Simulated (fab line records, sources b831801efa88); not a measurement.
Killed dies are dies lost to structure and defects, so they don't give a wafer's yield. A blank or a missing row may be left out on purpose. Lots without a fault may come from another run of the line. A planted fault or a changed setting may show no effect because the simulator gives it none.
A struck lot beside a sound one | flow sky130 | 16 steps out of a route of 708
Sound: wafers L101.1, L101.2, L101.3. Struck: wafer L987.3. (L987.6 of the same lot was not struck and is left out.) The cause comes at the end.
At each step with rows: each side's tool, then ch and its chambers, then its first start. Under that, the readings that differ: sound wafers | struck wafers | difference of the means | sigmas: that difference in standard deviations of wafers without a fault.
alike: readings whose means differ by less than 2 such deviations, and words and numbers that are the same on both sides. not compared: withheld readings, readings that some wafer has no value for, bounds like >300 that may hide the same value, and numbers for which the record gives no deviation and whose values overlap.
The two part at a step that has a row with sigmas, a row that says differs or no value, or rows on one side only. Numbers that don't overlap but have no deviation are shown without sigmas and don't part them. A reading that every wafer of one side lacks parts them only if that side has two wafers or more.

first, 3 steps without rows for these wafers: SKY_METAL1_EXPOSE_12 (exposes mask MM1, target cd 140 nm); SKY_METAL1_PEB_13; SKY_METAL1_DEVELOP_14 (develop time 60 s).
SKY_METAL1_CD_MEAS_15: target cd 140 nm.
  sound on cd_sem-01, day 39 09:34; struck on cd_sem-02, day 35 23:30
  alike: cd_nm
SKY_METAL1_OVL_MEAS_16:
  sound on overlay-01, day 39 09:41; struck on overlay-01, day 35 23:35
  alike: METAL1_OVL
SKY_METAL1_DESCUM_17: chemistry O2, time 8 s.
  sound on rie_metal-04 ch 0,1, day 39 09:44; struck on rie_metal-02 ch 1, day 35 23:37
  alike: drypump_motor_current_A, oes_product_au
  not compared: rf_hours_counter_h
SKY_METAL1_ETCH_18: etches BARC in N2/H2, stops on SiO2, time 45.9 s, target depth 60 nm.
  sound on rie_metal-04 ch 0,1, day 39 09:46; struck on rie_metal-02 ch 1, day 35 23:40
  alike: drypump_motor_current_A, oes_product_au, throttle_valve_pct
  not compared: rf_hours_counter_h
SKY_METAL1_METAL_ETCH_19: etches the open film in Cl2/BCl3, stops on SiO2, target depth 360 nm, time 78 s.
  sound on rie_metal-04 ch 0,1, day 39 09:49; struck on rie_metal-02 ch 1, day 35 23:44
  alike: drypump_motor_current_A, oes_product_au, throttle_valve_pct
  not compared: rf_hours_counter_h
SKY_METAL1_STRIP_20: strips in O2/N2.
  sound on plasma_asher-03 ch 0,1, day 39 09:55; struck on plasma_asher-01 ch 1, day 35 23:50
  alike: drypump_motor_current_A, oes_product_au, strip_time_to_endpoint_s
  not compared: rf_hours_counter_h
then, 3 steps without rows for these wafers: SKY_METAL1_STRIP_21 (strips in post etch residue remover, time 1200 s); SKY_METAL1_CLEAN_22 (cleans in IPA, time 180 s); SKY_METAL1_CLEAN_23 (cleans in O3/DIW).
SKY_VIA1_HDPCVD_00: deposits SiO2, target thk 1030 nm, time 171.7 s.
  sound on hdpcvd-01 ch 0,1,2, day 39 10:30; struck on hdpcvd-02 ch 0, day 36 00:27
  reading                                  | sound          | struck | difference | sigmas
  model.SiO2_of_VIA1_HDPCVD_00.thk_nm (nm) | 1038 1023 1033 | 636.6  | -394.7     |
  alike: pressure_mtorr
SKY_VIA1_THK_MEAS_01:
  sound on film_metro-01, day 39 10:37; struck on film_metro-02, day 36 00:35
  reading              | sound          | struck | difference | sigmas
  VIA1_HDPCVD_THK (nm) | 1038 1023 1032 | 637    | -394       | -36
SKY_VIA1_CMP_02: polishes SiO2.
  sound on cmp-01 ch 0,1,2, day 39 10:40; struck on cmp-01 ch 0, day 36 00:44
  alike: motor_current_A
-- the record jumps here: 12 days lie between the struck wafers' starts before and after (it left off in module VIA1 and takes up again in module PAD_OPEN, whose first step shown is number 708 of the route) --
SKY_PAD_OPEN_PROBE_99:
  sound on prober-02, day 50 14:17; struck on prober-02, day 48 05:56
  reading                               | sound                | struck | difference | sigmas
  model.etest.met2_comb.leak_log10_a_um | -11.93 -12.04 -12.08 | -10.93 | +1.09      |

WHERE THEY PART
Only at SKY_VIA1_THK_MEAS_01, within this record. Later steps at which nothing parts them and some readings are alike: SKY_VIA1_CMP_02.

WHY: what the simulator had put in
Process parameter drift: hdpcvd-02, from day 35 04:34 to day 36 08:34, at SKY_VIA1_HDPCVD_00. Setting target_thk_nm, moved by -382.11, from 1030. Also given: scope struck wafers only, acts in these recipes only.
